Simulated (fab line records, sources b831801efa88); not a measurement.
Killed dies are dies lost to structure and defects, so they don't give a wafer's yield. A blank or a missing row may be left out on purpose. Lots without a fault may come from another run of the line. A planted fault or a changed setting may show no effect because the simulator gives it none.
Problem report in the 8D (eight disciplines) form, filled by code | flow sky130 | the parts of the form that need people (team, actions taken, sign-off) are left out

1. THE PROBLEM
cathode_dc_power_W at SKY_METAL2_SPUTTER_00 reads a mean of 3365.6 W on 6 wafers of 2 lots; wafers without a fault read 3000.0 W with a standard deviation of 0.59. That is +99 or more standard deviations from the usual mean.
The step: material Ti, target thk 15 nm, time 10 s.
First seen on wafer L448.1, day 37 04:22, on pvd_sputter-02. The record holds 18 wafers of 6 lots with a number at this step. Rule for "out", or "out of limits": more than 4 standard deviations from the usual mean. The other wafers with a number count as sound.

2. WHAT IT IS AND WHAT IT IS NOT
question                    | is                     | is not
which readings at this step | cathode_dc_power_W     | throttle_valve_pct
which lots                  | L448, L449             | L443, L444, L451, L461
which wafers of those lots  | all that have a number | -
read on which tools         | pvd_sputter-02         | pvd_sputter-01, pvd_sputter-03
when                        | from day 37 04:22      | up to then (6 sound wafers); but 6 sound wafers of L451, L461 came after

3. SUSPECTS, AND WHAT RULES EACH OUT
Counting: a tool at a process step up to the reading stays a suspect if it ran every lot that is out and no sound lot after the first of them.
- cmp-01 at SKY_VIA1_CMP_24 (polishes, stops on SiO2, t overpolish 15 s, target thk 0 nm): ruled out as a lasting fault. Sound lots L461 ran on it after its first lot that is out, L448 (day 37 04:07).
- pvd_sputter-02 at SKY_METAL2_SPUTTER_00 (material Ti, target thk 15 nm, time 10 s): kept. It ran every lot that is out, first L448 (day 37 04:22), and no sound lot after that; its last sound lot up to then is L444 (day 36 05:59). Its own readings are out on those wafers: cathode_dc_power_W.
Left after counting: pvd_sputter-02 at SKY_METAL2_SPUTTER_00.

4. THE CAUSE (what the simulator had put in)
Process parameter drift: pvd_sputter-02, from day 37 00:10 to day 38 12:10, at SKY_METAL2_SPUTTER_00. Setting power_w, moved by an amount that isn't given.
Counting left only this tool.

5. THE CHAIN OF EFFECTS, in route order
Each row: a reading whose mean over the struck wafers that have a number lies more than 3 standard deviations from the usual. Only readings for which the record gives a usual standard deviation are gone through. hours: the time from each lot's start at the first step in this table that gives one to its start at this step, as a median over the lots. sigmas: the change in usual standard deviations.
hours | step                  | reading            | usual    | on struck wafers | change | sigmas
0     | SKY_METAL2_SPUTTER_00 | cathode_dc_power_W | 3000.0 W | 3365.6           | +365.6 | +99 or more
The process steps in it:
- SKY_METAL2_SPUTTER_00: material Ti, target thk 15 nm, time 10 s.

6. WHAT WOULD HAVE CAUGHT IT SOONER
In this record the first reading out of limits was taken at day 37 04:22, 4 hours after the fault began at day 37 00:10.
